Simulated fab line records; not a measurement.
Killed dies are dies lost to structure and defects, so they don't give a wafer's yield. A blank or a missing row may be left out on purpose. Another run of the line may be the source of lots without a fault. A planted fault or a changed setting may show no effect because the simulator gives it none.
Which tool is to blame? -- flow gf180mcu -- Sampling: 10 lots, 30 wafers, 7 of 602 route steps

## WHAT THE GAUGES SHOWED, per wafer
GF_V3_RS_MEAS_24: a four-point-probe measurement. Usual: V3_W_RS 0.326 ohm/sq, standard deviation 0.0047.
lot,measured,on,V3_W_RS (ohm/sq),flag
L950,day 22 10:50,film_metro-04,0.335 0.334 0.333,
L951,day 23 01:41,film_metro-03,0.323 0.322 0.323,
L952,day 23 07:20,film_metro-04,0.321 0.323 0.322,
L953,day 23 18:30,film_metro-02,0.325 0.323 0.326,
L957,day 25 02:23,film_metro-04,0.325 0.327 0.323,
L963,day 27 02:50,film_metro-03,0.316 0.293 0.294,OFF
L966,day 27 22:39,film_metro-02,0.329 0.334 0.334,
L969,day 28 20:21,film_metro-02,0.332 0.334 0.329,
L971,day 29 03:33,film_metro-03,0.328 0.330 0.328,
L972,day 29 08:50,film_metro-03,0.327 0.327 0.326,

GF_V3_THK_MEAS_25: measures by xrf. Usual: V3_W_THK 357 nm, standard deviation 6.8.
lot,measured,on,V3_W_THK (nm),flag
L950,day 22 10:58,film_metro-04,340 341 345,
L951,day 23 01:47,film_metro-03,364 363 363,
L952,day 23 07:26,film_metro-04,353 353 352,
L953,day 23 18:37,film_metro-02,357 361 359,
L957,day 25 02:31,film_metro-04,349 347 351,
L963,day 27 02:56,film_metro-03,372 397 399,OFF
L966,day 27 22:46,film_metro-02,355 349 349,
L969,day 28 20:28,film_metro-02,347 347 353,
L971,day 29 03:40,film_metro-03,359 358 359,
L972,day 29 08:57,film_metro-03,360 363 363,

GF_M4_THK_MEAS_06: measures by xrf. Usual: M4_ALCU_THK 446 nm, standard deviation 4.8.
lot,measured,on,M4_ALCU_THK (nm),flag
L950,day 22 11:55,film_metro-01,440 440 441,
L951,day 23 02:29,film_metro-02,447 446 444,
L952,day 23 08:08,film_metro-02,453 448 453,
L953,day 23 19:19,film_metro-02,447 450 451,
L957,day 25 03:13,film_metro-02,441 450 447,
L963,day 27 03:38,film_metro-03,447 446 444,
L966,day 27 23:28,film_metro-03,452 443 443,
L969,day 28 21:11,film_metro-03,441 444 436,
L971,day 29 04:22,film_metro-01,442 442 444,
L972,day 29 09:39,film_metro-02,457 449 459,

## WHAT TOOL EACH LOT RAN ON (gives the tool, then ch and the chambers of the sampled wafers, and finally the start)
lot,GF_M3_SPUTTER_01,GF_V3_CVD_23,GF_V3_CMP_26,GF_M4_SPUTTER_00
L950,"pvd_sputter-02, day 20 08:16","cvd_w-02 ch 0,1, day 22 10:44","cmp-01 ch 0,2, day 22 11:16","pvd_sputter-02, day 22 11:34"
L951,"pvd_sputter-02, day 20 23:38","cvd_w-01 ch 0,1, day 23 01:34","cmp-01 ch 0,1,2, day 23 01:50","pvd_sputter-04, day 23 02:08"
L952,"pvd_sputter-01, day 21 06:13","cvd_w-01 ch 0, day 23 07:11","cmp-01 ch 1,2,3, day 23 07:32","pvd_sputter-03, day 23 07:47"
L953,"pvd_sputter-02, day 21 17:19","cvd_w-01 ch 0,1, day 23 18:23","cmp-01 ch 0,1,2, day 23 18:44","pvd_sputter-03, day 23 18:59"
L957,"pvd_sputter-02, day 23 02:43","cvd_w-01 ch 0,1, day 25 02:17","cmp-02 ch 0,1, day 25 02:37","pvd_sputter-04, day 25 02:52"
L963,"pvd_sputter-02, day 25 06:10","cvd_w-01 ch 0,1, day 27 02:43","cmp-02 ch 1,2,3, day 27 03:05","pvd_sputter-04, day 27 03:17"
L966,"pvd_sputter-01, day 26 03:31","cvd_w-02 ch 0,1, day 27 22:31","cmp-02 ch 1,2, day 27 22:52","pvd_sputter-04, day 27 23:07"
L969,"pvd_sputter-01, day 27 00:22","cvd_w-02 ch 0,1, day 28 20:14","cmp-02 ch 0,1,2, day 28 20:38","pvd_sputter-03, day 28 20:50"
L971,"pvd_sputter-02, day 27 09:25","cvd_w-02 ch 0,1, day 29 03:26","cmp-02 ch 0,1,3, day 29 03:44","pvd_sputter-02, day 29 04:02"
L972,"pvd_sputter-04, day 27 15:18","cvd_w-02 ch 1, day 29 08:43","cmp-01 ch 0,2, day 29 09:04","pvd_sputter-03, day 29 09:19"
- GF_M3_SPUTTER_01: material TiN, target thk 30 nm, time 25 s.
- GF_V3_CVD_23: deposits W, target thk 350 nm, time 104.9 s.
- GF_V3_CMP_26: polishes, stops on SiO2, t overpolish 15 s, target thk 0 nm.
- GF_M4_SPUTTER_00: material Ti, target thk 37.5 nm, time 150 s.

## AS READ BY THE TOOLS THEMSELVES (means over the sampled wafers that have a number; for cases with no such wafer, the mark the record gives instead)
GF_M3_SPUTTER_01. Usual: throttle_valve_pct at 29.7 %, with a standard deviation of 0.7.
lot,tool,throttle_valve_pct (%),flag
L950,pvd_sputter-02,28.9,
L951,pvd_sputter-02,29.4,
L952,pvd_sputter-01,29.9,
L953,pvd_sputter-02,29.2,
L957,pvd_sputter-02,29.1,
L963,pvd_sputter-02,29.8,
L966,pvd_sputter-01,30.6,
L969,pvd_sputter-01,30.8,
L971,pvd_sputter-02,29.2,
L972,pvd_sputter-04,29.9,

GF_V3_CVD_23. Usual: heater_power_w at 862 W, with a standard deviation of 94.
lot,tool,heater_power_w (W),flag
L950,cvd_w-02,825,
L951,cvd_w-01,919,
L952,cvd_w-01,764,
L953,cvd_w-01,840,
L957,cvd_w-01,843,
L963,cvd_w-01,853,
L966,cvd_w-02,833,
L969,cvd_w-02,840,
L971,cvd_w-02,829,
L972,cvd_w-02,863,

GF_V3_CMP_26. Usual: edge_zone_pressure_frac 0.999, standard deviation 0.005; motor_current_A 11.4 A, standard deviation 1; platen_rpm 59.99 rpm, standard deviation 0.039; slurry_flow_ml_min 150.0, standard deviation 0.49; time_to_endpoint_s 85.0 s, standard deviation 2.8.
lot,tool,edge_zone_pressure_frac,motor_current_A (A),platen_rpm (rpm),slurry_flow_ml_min,time_to_endpoint_s (s),flag
L950,cmp-01,0.994,11.1,60.02,150.0,83.7,
L951,cmp-01,1.001,11.7,59.99,150.0,83.5,
L952,cmp-01,1.004,11.8,60.04,149.7,86.5,
L953,cmp-01,1.000,11.5,59.97,149.7,83.0,
L957,cmp-02,0.996,12.3,60.03,150.3,89.6,
L963,cmp-02,1.000,10.7,59.99,150.0,94.7,OFF
L966,cmp-02,0.998,10.5,60.01,150.1,84.5,
L969,cmp-02,0.999,11.3,59.99,150.0,83.9,
L971,cmp-02,0.999,11.9,59.95,150.0,87.3,
L972,cmp-01,0.997,11.4,59.97,150.6,83.9,

GF_M4_SPUTTER_00. Usual: throttle_valve_pct at 29.5 %, with a standard deviation of 1.1.
lot,tool,throttle_valve_pct (%),flag
L950,pvd_sputter-02,29.9,
L951,pvd_sputter-04,29.6,
L952,pvd_sputter-03,28.7,
L953,pvd_sputter-03,29.6,
L957,pvd_sputter-04,30.1,
L963,pvd_sputter-04,29.3,
L966,pvd_sputter-04,29.4,
L969,pvd_sputter-03,29.1,
L971,pvd_sputter-02,29.6,
L972,pvd_sputter-03,28.5,

## THE ANSWER, worked out from the rows above alone
Rule: lot off if the mean of its wafers having a number is beyond 3 standard deviations from the usual mean. Also off: a lot with no number at a reading for which 4 or more lots have one. All remaining lots with rows at the step are treated as sound. Order of review: gauges by route order, followed by the tools' own readings, for which a lot's mean as printed above is used. The first step at which some lot is off is used, and at that step the reading that is off furthest; a lot without a number counts as furthest.
Off: at GF_V3_RS_MEAS_24 (V3_W_RS), L963.
A tool fits if, at a process step before that reading, it ran every lot that is off, and no sound lot after the first of them. Not tried: the gauges at GF_V3_RS_MEAS_24; whatever is off there is also off at GF_V3_CMP_26, on other tools, and gauge error can't account for it. One fits: cvd_w-01 at GF_V3_CVD_23. A fault onset in the window from L957 (day 25 02:17, its last sound lot) to L963 (day 27 02:43, its first lot off) fits.

## WHAT HAD BEEN PUT IN BY THE SIMULATOR
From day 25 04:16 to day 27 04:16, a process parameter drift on cvd_w-01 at GF_V3_CVD_23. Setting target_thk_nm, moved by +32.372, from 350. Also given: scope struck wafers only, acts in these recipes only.
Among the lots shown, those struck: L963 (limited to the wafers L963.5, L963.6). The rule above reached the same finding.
